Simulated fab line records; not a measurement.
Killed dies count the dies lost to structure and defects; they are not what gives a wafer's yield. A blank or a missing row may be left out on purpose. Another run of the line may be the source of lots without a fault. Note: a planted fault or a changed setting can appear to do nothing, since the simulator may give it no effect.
fab line records	flow gf180mcu	part 1 of 2: steps 1 to 31 of 40
[record] lots = 5	wafers = 15	last-day = 34
route steps=602 shown SAB@272 SALICIDE@278 CONTACT@287
lots with no fault: from the same line, run without faults
start-h: start of the lot's first displayed wafer, in hours after the record's first day	wait-h: hours elapsed since this lot's preceding step	" repeats the value in the row above	L1.1+2: a row that stands for several wafers	- value missing, or start not given	* or withheld: withheld	< > ~ a bound
route shown NAME@n: NAME is a module with steps in the file, n the number in the route of the first one	usual: average and standard deviation across the fault-free wafers	same: alike in all rows	chamber/n: place in a boat	sites: the reading at each site	_std_site: the standard deviation of these	_edge_site: mean of outer sites minus mean of inner sites	radius-mm: how far each site lies from the wafer's centre	mask NAME#n: copy n	behind: the last tool/chamber to shape the wafer	hold: why the lot was held/for how many hours/how that ended	device: the n, p or np transistor that did not switch	end of line: the route-end tests of the same wafers	a step with no rows: only its recipe	killed: at the first sort, the dies lost to defects and structure; wafer yield is something else	map: shows each die of a wafer: x if killed, . if not, _ if none is there
set.NAME: the run value of the setting; set.NAME@STEP: its run value at that earlier step	model.NAME: the simulator's own value behind a step, which no gauge read
lots at selected steps of the route; one table per step, one row per wafer
services: a tool's chamber out of use, with start hour (start-h, from the record's first day; less than 0 if before it), hours out, and reason
[[steps]]
[step GF_SAB_DEVELOP_08]
[recipe] develop-time-s = 60	dev-temp-c = 23
lot.wafer	tool	chamber	start-h	wait-h
L081.1+4+5	litho-track-03	0	410.12	0.1
L088.1+5+6	litho-track-04	0	477.28	0.1
L091.3+4+5	litho-track-01	0	499.31	0.1
L093.2+5+6	litho-track-04	0	503.16	0.1
L096.2+3+5	litho-track-03	0	524.74	0.1
[step GF_SAB_CD_MEAS_09]
[recipe] target-cd-nm = 420
[usual] cd-nm = 421.1/1.9
lot.wafer	tool	chamber	start-h	wait-h	cd-nm
L081.1	cd-sem-01	-	410.27	0.1	417.0
L081.4	"	-	"	"	419.3
L081.5	"	-	"	"	418.5
L088.1	cd-sem-01	-	477.43	0.1	421.7
L088.5	"	-	"	"	422.1
L088.6	"	-	"	"	421.9
L091.3	cd-sem-01	-	499.45	0.1	422.6
L091.4	"	-	"	"	423.5
L091.5	"	-	"	"	421.5
L093.2	cd-sem-02	-	503.35	0.2	423.2
L093.5	"	-	"	"	423.2
L093.6	"	-	"	"	423.8
L096.2	cd-sem-01	-	524.89	0.1	424.4
L096.3	"	-	"	"	421.0
L096.5	"	-	"	"	423.5
[step GF_SAB_OVL_MEAS_10]
[usual] SAB_OVL = -0.8/1.3
lot.wafer	tool	chamber	start-h	wait-h	SAB_OVL[nm]
L081.1	overlay-01	-	410.39	0.1	1.7
L081.4	"	-	"	"	-1.5
L081.5	"	-	"	"	0.4
L088.1	overlay-01	-	477.55	0.1	1.6
L088.5	"	-	"	"	0.2
L088.6	"	-	"	"	-1.0
L091.3	overlay-01	-	499.54	0.1	-0.7
L091.4	"	-	"	"	-0.3
L091.5	"	-	"	"	0.4
L093.2	overlay-02	-	503.46	0.1	1.0
L093.5	"	-	"	"	0.4
L093.6	"	-	"	"	-0.3
L096.2	overlay-01	-	525.00	0.1	-3.2
L096.3	"	-	"	"	-3.5
L096.5	"	-	"	"	-4.5
[step GF_SAB_ETCH_11]
[recipe] chemistry = C4F8/O2/Ar	mask-material = NOVOLAK	target = SiO2	target-depth-nm = 55	source-w = 1500	bias-w = 1200	pressure-mtorr = 40	c4f8-flow-sccm = withheld	O2_flow_sccm = 6	Ar_flow_sccm = 300	time-s = 8.5
[usual] oes-product-au = 1.003/0.017	rf-fwd-power-W = 1471/8
lot.wafer	tool	chamber	start-h	wait-h	oes-product-au	rf-fwd-power-W	rf-hours-counter-h
L081.1	rie-diel-02	0	410.43	0.0	0.960	1473	46
L081.4	"	2	"	"	1.028	1475	23
L081.5	"	3	"	"	0.989	1468	-
L088.1	rie-diel-02	1	477.59	0.0	1.008	1463	20
L088.5	"	3	"	"	0.998	1473	-
L088.6	"	0	"	"	0.972	1472	-
L091.3	rie-diel-02	1	499.56	0.0	1.000	1469	20
L091.4	"	3	"	"	0.996	1470	84
L091.5	"	3	"	"	1.008	1469	-
L093.2	rie-diel-02	1	503.49	0.0	1.002	1460	20
L093.5	"	1	"	"	1.002	1461	-
L093.6	"	2	"	"	1.029	1477	-
L096.2	rie-diel-02	2	525.03	0.0	1.021	1480	27
L096.3	"	1	"	"	0.999	1472	21
L096.5	"	0	"	"	0.981	1472	-
[step GF_SAB_WET_ETCH_12]
[recipe] chemistry = dHF	target-depth-nm = 22	dry = n2-spin	target = SiO2	temp-c = 25	dilution = 100:1	time-s = 440
lot.wafer	tool	chamber	start-h	wait-h
L081.1+4+5	wet-bench-03	2	410.45	0.0
L088.1+5+6	wet-bench-01	2	477.61	0.0
L091.3+4+5	wet-bench-04	1	499.58	0.0
L093.2+5+6	wet-bench-03	1	503.51	0.0
L096.2+3+5	wet-bench-03	3	525.05	0.0
[step GF_SAB_STRIP_13]
[recipe] chemistry = O2/N2	power-w = 1400	pressure-mtorr = 1500	platen-temp-c = 250	o2-flow-sccm = 3000	n2-flow-sccm = 300	overash-fraction = 0.5
[usual] drypump-motor-current-A = 5.7/0.42	heater-power-w = 356/26	oes-product-au = 0.710/0.0048	platen-temp-c = 250.05/0.18	strip-time-to-endpoint-s = 12.61/0.039
lot.wafer	tool	chamber	start-h	wait-h	drypump-motor-current-A	heater-power-w	oes-product-au	platen-temp-c	rf-hours-counter-h	strip-time-to-endpoint-s
L081.1	plasma-asher-01	0	410.58	0.0	5.7	386	0.716	249.95	62	12.64
L081.4	"	0	"	"	5.7	383	0.703	249.92	-	12.66
L081.5	"	1	"	"	5.6	316	0.711	249.59	-	12.69
L088.1	plasma-asher-01	0	477.74	0.0	5.7	388	0.712	250.19	69	12.57
L088.5	"	1	"	"	5.6	320	0.711	250.46	-	12.58
L088.6	"	0	"	"	5.7	369	0.711	249.81	-	12.60
L091.3	plasma-asher-01	0	499.75	0.0	5.7	381	0.708	249.94	-	12.65
L091.4	"	1	"	"	5.6	308	0.708	250.13	-	12.65
L091.5	"	0	"	"	5.7	389	0.705	250.03	-	12.69
L093.2	plasma-asher-03	1	503.65	0.0	5.8	338	0.707	250.04	8	12.57
L093.5	"	0	"	"	6.4	373	0.716	250.17	-	12.59
L093.6	"	1	"	"	5.8	350	0.707	250.29	-	12.60
L096.2	plasma-asher-02	1	525.19	0.0	4.9	373	0.710	250.06	41	12.53
L096.3	"	1	"	"	4.9	378	0.708	250.02	-	12.53
L096.5	"	1	"	"	4.9	370	0.712	250.30	-	12.57
[step GF_SALICIDE_CLEAN_00]
[recipe] chemistry = SC1/SC2	mix = 1:4:20	temp-c = 70	time-s = 150
lot.wafer	tool	chamber	start-h	wait-h
L081.1+4+5	wet-bench-02	3	410.68	0.1
L088.1+5+6	wet-bench-03	1	477.84	0.1
L091.3+4+5	wet-bench-03	3	499.82	0.0
L093.2+5+6	wet-bench-02	2	503.75	0.1
L096.2+3+5	wet-bench-04	2	525.29	0.1
[step GF_SALICIDE_WET_ETCH_01]
[recipe] chemistry = dHF	target-depth-nm = 5	dry = ipa-marangoni	target = SiO2	temp-c = 25	dilution = 100:1	time-s = 100
lot.wafer	tool	chamber	start-h	wait-h
L081.1+4+5	wet-bench-04	0	410.73	0.0
L088.1+5+6	wet-bench-03	3	477.89	0.0
L091.3+4+5	wet-bench-02	0	499.87	0.0
L093.2+5+6	wet-bench-04	0	503.80	0.0
L096.2+3+5	wet-bench-02	1	525.34	0.0
[step GF_SALICIDE_SPUTTER_02]
[recipe] material = Co	target-thk-nm = 10	power-w = 1000	time-s = 20	chamber-pressure-pa = 0.4
[usual] throttle-valve-pct = 29.5/1.4
lot.wafer	tool	chamber	start-h	wait-h	throttle-valve-pct
L081.1	pvd-sputter-01	-	410.77	0.0	28.2
L081.4	"	-	"	"	29.6
L081.5	"	-	"	"	28.2
L088.1	pvd-sputter-04	-	477.93	0.0	30.6
L088.5	"	-	"	"	29.3
L088.6	"	-	"	"	27.4
L091.3	pvd-sputter-04	-	499.91	0.0	29.2
L091.4	"	-	"	"	29.0
L091.5	"	-	"	"	30.6
L093.2	pvd-sputter-02	-	503.84	0.0	31.0
L093.5	"	-	"	"	31.4
L093.6	"	-	"	"	27.8
L096.2	pvd-sputter-04	-	525.38	0.0	29.2
L096.3	"	-	"	"	30.8
L096.5	"	-	"	"	29.2
[step GF_SALICIDE_SPUTTER_03]
[recipe] material = TiN	target-thk-nm = 20	power-w = 6500	time-s = 16.7	chamber-pressure-pa = 0.4
[usual] throttle-valve-pct = 29.6/1.4
lot.wafer	tool	chamber	start-h	wait-h	throttle-valve-pct
L081.1	pvd-sputter-01	-	410.80	0.0	28.0
L081.4	"	-	"	"	29.6
L081.5	"	-	"	"	28.4
L088.1	pvd-sputter-04	-	477.96	0.0	30.6
L088.5	"	-	"	"	29.4
L088.6	"	-	"	"	27.3
L091.3	pvd-sputter-04	-	499.93	0.0	28.9
L091.4	"	-	"	"	29.2
L091.5	"	-	"	"	30.5
L093.2	pvd-sputter-02	-	503.87	0.0	31.2
L093.5	"	-	"	"	31.5
L093.6	"	-	"	"	27.9
L096.2	pvd-sputter-04	-	525.40	0.0	29.3
L096.3	"	-	"	"	30.6
L096.5	"	-	"	"	29.0
[step GF_SALICIDE_RS_MEAS_04]
[recipe] thk-meas-gauge = four-point-probe	reads = TiN_of_SALICIDE_SPUTTER_03+Co_of_SALICIDE_SPUTTER_02
[usual] SALICIDE_TIN_RS = 16.4/0.37
lot.wafer	tool	chamber	start-h	wait-h	SALICIDE_TIN_RS[ohm/sq]
L081.1	film-metro-03	-	410.82	0.0	16.9
L081.4	"	-	"	"	16.1
L081.5	"	-	"	"	16.7
L088.1	film-metro-04	-	477.98	0.0	16.2
L088.5	"	-	"	"	16.7
L088.6	"	-	"	"	15.9
L091.3	film-metro-04	-	500.00	0.1	16.3
L091.4	"	-	"	"	16.2
L091.5	"	-	"	"	16.8
L093.2	film-metro-04	-	503.91	0.0	16.8
L093.5	"	-	"	"	16.7
L093.6	"	-	"	"	16.2
L096.2	film-metro-04	-	525.45	0.0	16.0
L096.3	"	-	"	"	16.5
L096.5	"	-	"	"	16.8
[step GF_SALICIDE_THK_MEAS_05]
[recipe] thk-meas-gauge = xrf	reads = TiN_of_SALICIDE_SPUTTER_03
[usual] SALICIDE_TIN_THK = 19.9/0.34
lot.wafer	tool	chamber	start-h	wait-h	SALICIDE_TIN_THK[nm]
L081.1	film-metro-03	-	410.94	0.1	19.2
L081.4	"	-	"	"	19.7
L081.5	"	-	"	"	19.5
L088.1	film-metro-04	-	478.10	0.1	20.0
L088.5	"	-	"	"	19.9
L088.6	"	-	"	"	20.4
L091.3	film-metro-04	-	500.10	0.1	19.7
L091.4	"	-	"	"	19.8
L091.5	"	-	"	"	20.0
L093.2	film-metro-04	-	504.02	0.1	20.2
L093.5	"	-	"	"	20.3
L093.6	"	-	"	"	19.8
L096.2	film-metro-04	-	525.56	0.1	19.9
L096.3	"	-	"	"	20.1
L096.5	"	-	"	"	19.9
[step GF_SALICIDE_RTA_06]
[recipe] temp-c = 530	time-s = 30	ambient = N2
[usual] lamp-power-pct = 6.7/0.64	wafer_temp_C_max = 531.9/0.51
lot.wafer	tool	chamber	start-h	wait-h	lamp-power-pct	wafer_temp_C_max
L081.1	rtp-anneal-02	0	411.00	0.1	7.2	531.9
L081.4	"	0	"	"	7.2	531.3
L081.5	"	0	"	"	7.2	531.4
L088.1	rtp-anneal-01	0	478.16	0.1	6.0	532.4
L088.5	"	0	"	"	6.0	532.0
L088.6	"	0	"	"	6.0	532.3
L091.3	rtp-anneal-01	0	500.17	0.1	6.0	533.2
L091.4	"	0	"	"	5.9	532.2
L091.5	"	0	"	"	6.0	531.5
L093.2	rtp-anneal-01	0	504.09	0.1	5.9	532.9
L093.5	"	0	"	"	6.0	532.4
L093.6	"	0	"	"	6.0	532.5
L096.2	rtp-anneal-02	0	525.63	0.1	7.2	531.8
L096.3	"	0	"	"	7.2	531.1
L096.5	"	0	"	"	7.2	531.8
[step GF_SALICIDE_WET_ETCH_07]
[recipe] chemistry = SPM	target-depth-nm = 120	dry = n2-spin
lot.wafer	tool	chamber	start-h	wait-h
L081.1+4+5	wet-bench-04	1	411.10	0.1
L088.1+5+6	wet-bench-04	1	478.26	0.1
L091.3+4+5	wet-bench-04	3	500.24	0.1
L093.2+5+6	wet-bench-03	3	504.17	0.1
L096.2+3+5	wet-bench-03	3	525.71	0.1
[step GF_SALICIDE_RTA_08]
[recipe] temp-c = 800	time-s = 30	ambient = N2
[usual] lamp-power-pct = 18.3/1.8	wafer_temp_C_max = 803.1/0.75
lot.wafer	tool	chamber	start-h	wait-h	lamp-power-pct	wafer_temp_C_max
L081.1	rtp-anneal-01	0	411.20	0.0	16.5	804.8
L081.4	"	0	"	"	16.5	805.2
L081.5	"	0	"	"	16.5	803.7
L088.1	rtp-anneal-02	0	478.35	0.0	20.1	803.7
L088.5	"	0	"	"	20.1	803.1
L088.6	"	0	"	"	20.1	802.4
L091.3	rtp-anneal-02	0	500.36	0.0	20.1	802.6
L091.4	"	0	"	"	20.1	803.6
L091.5	"	0	"	"	20.1	802.6
L093.2	rtp-anneal-02	0	504.29	0.0	20.1	802.0
L093.5	"	0	"	"	20.1	802.5
L093.6	"	0	"	"	20.1	802.8
L096.2	rtp-anneal-01	0	525.83	0.0	16.5	804.4
L096.3	"	0	"	"	16.5	804.9
L096.5	"	0	"	"	16.6	804.4
[step GF_CONTACT_CVD_00]
[recipe] material = SiO2	target-thk-nm = 300	sigma-open-frac = 0.3	temp-c = 400	time-s = 50	sih4-flow-sccm = 60	pressure-mtorr = 6
lot.wafer	tool	chamber	start-h	wait-h
L081.1+4+5	hdpcvd-01	0,0,2	411.30	0.1
L088.1+5+6	hdpcvd-01	1,0,1	478.45	0.1
L091.3+4+5	hdpcvd-02	2,0,1	500.43	0.1
L093.2+5+6	hdpcvd-01	1,1,2	504.37	0.1
L096.2+3+5	hdpcvd-01	0,1,0	525.91	0.1
[step GF_CONTACT_THK_MEAS_01]
[recipe] reads = SiO2_of_CONTACT_CVD_00
[usual] CONTACT_CVD_00_THK = 301/3.3
lot.wafer	tool	chamber	start-h	wait-h	CONTACT_CVD_00_THK[nm]
L081.1	film-metro-04	-	411.35	0.0	300
L081.4	"	-	"	"	301
L081.5	"	-	"	"	301
L088.1	film-metro-01	-	478.50	0.0	301
L088.5	"	-	"	"	293
L088.6	"	-	"	"	298
L091.3	film-metro-01	-	500.50	0.0	300
L091.4	"	-	"	"	298
L091.5	"	-	"	"	303
L093.2	film-metro-01	-	504.43	0.0	300
L093.5	"	-	"	"	298
L093.6	"	-	"	"	301
L096.2	film-metro-04	-	525.96	0.0	300
L096.3	"	-	"	"	301
L096.5	"	-	"	"	298
[step GF_CONTACT_CVD_02]
[recipe] material = SiO2	target-thk-nm = 860	precursor = TEOS	temp-c = 400	time-s = 95.992	rf-w = 600
[usual] heater-power-w = 659/110	rf-fwd-power-W = 595.9/1.9
lot.wafer	tool	chamber	start-h	wait-h	heater-power-w	rf-fwd-power-W
L081.1	pecvd-03	2	411.41	0.1	551	594.5
L081.4	"	2	"	"	614	597.5
L081.5	"	1	"	"	742	596.5
L088.1	pecvd-01	0	478.56	0.1	484	596.7
L088.5	"	0	"	"	539	592.7
L088.6	"	1	"	"	667	596.7
L091.3	pecvd-02	1	500.57	0.1	480	594.4
L091.4	"	2	"	"	890	595.9
L091.5	"	2	"	"	935	595.2
L093.2	pecvd-03	2	504.48	0.0	613	595.1
L093.5	"	2	"	"	654	593.6
L093.6	"	1	"	"	765	598.5
L096.2	pecvd-03	2	526.01	0.0	669	590.5
L096.3	"	1	"	"	622	594.3
L096.5	"	1	"	"	667	597.1
[step GF_CONTACT_THK_MEAS_03]
[recipe] reads = SiO2_of_CONTACT_CVD_02
[usual] CONTACT_CVD_02_THK = 863/13
lot.wafer	tool	chamber	start-h	wait-h	CONTACT_CVD_02_THK[nm]
L081.1	film-metro-02	-	411.48	0.0	862
L081.4	"	-	"	"	871
L081.5	"	-	"	"	879
L088.1	film-metro-01	-	478.63	0.0	852
L088.5	"	-	"	"	872
L088.6	"	-	"	"	895
L091.3	film-metro-04	-	500.66	0.1	870
L091.4	"	-	"	"	879
L091.5	"	-	"	"	887
L093.2	film-metro-04	-	504.59	0.1	865
L093.5	"	-	"	"	863
L093.6	"	-	"	"	875
L096.2	film-metro-02	-	526.09	0.0	857
L096.3	"	-	"	"	876
L096.5	"	-	"	"	873
[step GF_CONTACT_CMP_04]
[recipe] material = SiO2	down-force-psi = 4	platen-rpm = 60	pad-velocity-m-s = 0.94248
[usual] head-pressure-psi = 4.001/0.0091	motor-current-A = 12.5/1.5	time-to-endpoint-s = 111/6.1
lot.wafer	tool	chamber	start-h	wait-h	head-pressure-psi	motor-current-A	time-to-endpoint-s
L081.4	cmp-01	3	411.59	0.1	4.018	9.5	112
L081.1	"	0	"	"	4.002	13.7	116
L081.5	"	2	"	"	4.003	13.4	113
L088.1	cmp-02	0	478.74	0.1	3.989	13.5	108
L088.6	"	3	"	"	3.994	13.7	124
L088.5	"	0	"	"	3.990	13.4	116
L091.4	cmp-01	3	500.80	0.1	4.020	9.4	118
L091.3	"	0	"	"	3.999	13.0	114
L091.5	"	2	"	"	4.010	13.7	113
L093.2	cmp-01	0	504.79	0.2	3.992	13.8	113
L093.5	"	1	"	"	4.000	12.7	106
L093.6	"	2	"	"	3.991	13.3	109
L096.2	cmp-01	0	526.19	0.1	3.991	13.1	114
L096.3	"	2	"	"	3.994	13.9	115
L096.5	"	3	"	"	4.005	9.8	115
[step GF_CONTACT_BOW_MEAS_05]
[recipe] mode = bow
[usual] CONTACT_BOW = 66/7.2
lot.wafer	tool	chamber	start-h	wait-h	CONTACT_BOW[um]
L081.1	film-metro-04	-	411.84	0.1	70
L081.4	"	-	"	"	64
L081.5	"	-	"	"	76
L088.1	film-metro-02	-	478.99	0.2	60
L088.5	"	-	"	"	68
L088.6	"	-	"	"	62
L091.3	film-metro-02	-	501.04	0.1	76
L091.4	"	-	"	"	69
L091.5	"	-	"	"	76
L093.2	film-metro-01	-	504.96	0.1	65
L093.5	"	-	"	"	69
L093.6	"	-	"	"	60
L096.2	film-metro-01	-	526.46	0.2	62
L096.3	"	-	"	"	76
L096.5	"	-	"	"	59
[step GF_CONTACT_DEHYDRATE_06]
[recipe] temp-c = 200	time-s = 60
lot.wafer	tool	chamber	start-h	wait-h
L081.1+4+5	litho-track-02	0	423.56	11.7
L088.1+5+6	litho-track-03	0	490.32	11.3
L091.3+4+5	litho-track-02	0	511.96	10.9
L093.2+5+6	litho-track-02	0	516.14	11.2
L096.2+3+5	litho-track-04	0	537.41	10.9
[step GF_CONTACT_HMDS_07]
[recipe] prime-time-s = 60	prime-temp-c = 120
[usual] prime-temp-c = 120.03/0.14
lot.wafer	tool	chamber	start-h	wait-h	prime-temp-c
L081.1	litho-track-02	0	423.71	0.1	119.95
L081.4	"	0	"	"	120.04
L081.5	"	0	"	"	120.11
L088.1	litho-track-03	0	490.47	0.1	119.97
L088.5	"	0	"	"	119.98
L088.6	"	0	"	"	119.99
L091.3	litho-track-02	0	512.11	0.1	120.00
L091.4	"	0	"	"	120.05
L091.5	"	0	"	"	120.06
L093.2	litho-track-02	0	516.29	0.1	120.23
L093.5	"	0	"	"	120.05
L093.6	"	0	"	"	119.91
L096.2	litho-track-04	0	537.56	0.1	120.24
L096.3	"	0	"	"	120.14
L096.5	"	0	"	"	119.94
[step GF_CONTACT_COAT_08]
[recipe] resist = BARC	temp-c = withheld	time-s = withheld	spin-rpm = withheld	resist-thk-nm = withheld
lot.wafer	tool	chamber	start-h	wait-h
L081.1+4+5	litho-track-02	0	423.86	0.1
L088.1+5+6	litho-track-03	0	490.62	0.1
L091.3+4+5	litho-track-02	0	512.26	0.1
L093.2+5+6	litho-track-02	0	516.44	0.1
L096.2+3+5	litho-track-04	0	537.71	0.1
[step GF_CONTACT_COAT_09]
[recipe] resist = KrF	spin-rpm = withheld	resist-thk-nm = 1000
lot.wafer	tool	chamber	start-h	wait-h
L081.1+4+5	litho-track-02	0	-	-
L088.1+5+6	litho-track-03	0	-	-
L091.3+4+5	litho-track-02	0	-	-
L093.2+5+6	litho-track-02	0	-	-
L096.2+3+5	litho-track-04	0	-	-
[step GF_CONTACT_SOFTBAKE_10]
[recipe] temp-c = 130	time-s = 60	resist = KrF
lot.wafer	tool	chamber	start-h	wait-h
L081.1+4+5	litho-track-02	0	-	-
L088.1+5+6	litho-track-03	0	-	-
L091.3+4+5	litho-track-02	0	-	-
L093.2+5+6	litho-track-02	0	-	-
L096.2+3+5	litho-track-04	0	-	-
[step GF_CONTACT_EXPOSE_11]
[recipe] mask-id = Contact	target-cd-nm = 220	na = 0.68	source-shape = conventional	sigma-outer = 0.6	dose-mj = 38
lot.wafer	tool	chamber	start-h	wait-h	mask
L081.1+4+5	krf-scanner-01	0	-	-	Contact#0
L088.1+5+6	krf-scanner-01	0	-	-	Contact#0
L091.3+4+5	krf-scanner-02	0	-	-	Contact#0
L093.2+5+6	krf-scanner-02	0	-	-	Contact#0
L096.2+3+5	krf-scanner-01	0	-	-	Contact#0
[step GF_CONTACT_PEB_12]
[recipe] peb-temp-c = 135	peb-time-s = 90	resist = KrF
lot.wafer	tool	chamber	start-h	wait-h
L081.1+4+5	litho-track-04	0	-	-
L088.1+5+6	litho-track-04	0	-	-
L091.3+4+5	litho-track-02	0	-	-
L093.2+5+6	litho-track-03	0	-	-
L096.2+3+5	litho-track-02	0	-	-
[step GF_CONTACT_DEVELOP_13]
[recipe] develop-time-s = 60	resist = KrF	dev-temp-c = 21
lot.wafer	tool	chamber	start-h	wait-h
L081.1+4+5	litho-track-04	0	435.94	0.2
L088.1+5+6	litho-track-04	0	502.83	0.2
L091.3+4+5	litho-track-02	0	523.61	0.1
L093.2+5+6	litho-track-03	0	528.49	0.2
L096.2+3+5	litho-track-02	0	548.94	0.2
[step GF_CONTACT_CD_MEAS_14]
[recipe] target-cd-nm = 220
[usual] cd-nm = 220.5/1.6
lot.wafer	tool	chamber	start-h	wait-h	cd-nm
L081.1	cd-sem-01	-	436.09	0.1	219.1
L081.4	"	-	"	"	219.6
L081.5	"	-	"	"	221.4
L088.1	cd-sem-02	-	502.98	0.1	217.8
L088.5	"	-	"	"	219.0
L088.6	"	-	"	"	218.6
L091.3	cd-sem-02	-	523.75	0.1	219.9
L091.4	"	-	"	"	220.0
L091.5	"	-	"	"	220.0
L093.2	cd-sem-02	-	528.64	0.1	221.2
L093.5	"	-	"	"	220.9
L093.6	"	-	"	"	220.0
L096.2	cd-sem-01	-	549.08	0.1	218.5
L096.3	"	-	"	"	219.4
L096.5	"	-	"	"	217.0
[step GF_CONTACT_OVL_MEAS_15]
[usual] CONTACT_OVL = -2/6.9
lot.wafer	tool	chamber	start-h	wait-h	CONTACT_OVL[nm]
L081.1	overlay-01	-	436.21	0.1	-2
L081.4	"	-	"	"	2
L081.5	"	-	"	"	-3
L088.1	overlay-02	-	503.10	0.1	1
L088.5	"	-	"	"	-2
L088.6	"	-	"	"	4
L091.3	overlay-02	-	523.84	0.1	-8
L091.4	"	-	"	"	-5
L091.5	"	-	"	"	-4
L093.2	overlay-02	-	528.75	0.1	-1
L093.5	"	-	"	"	-11
L093.6	"	-	"	"	-6
L096.2	overlay-02	-	549.19	0.1	4
L096.3	"	-	"	"	14
L096.5	"	-	"	"	12
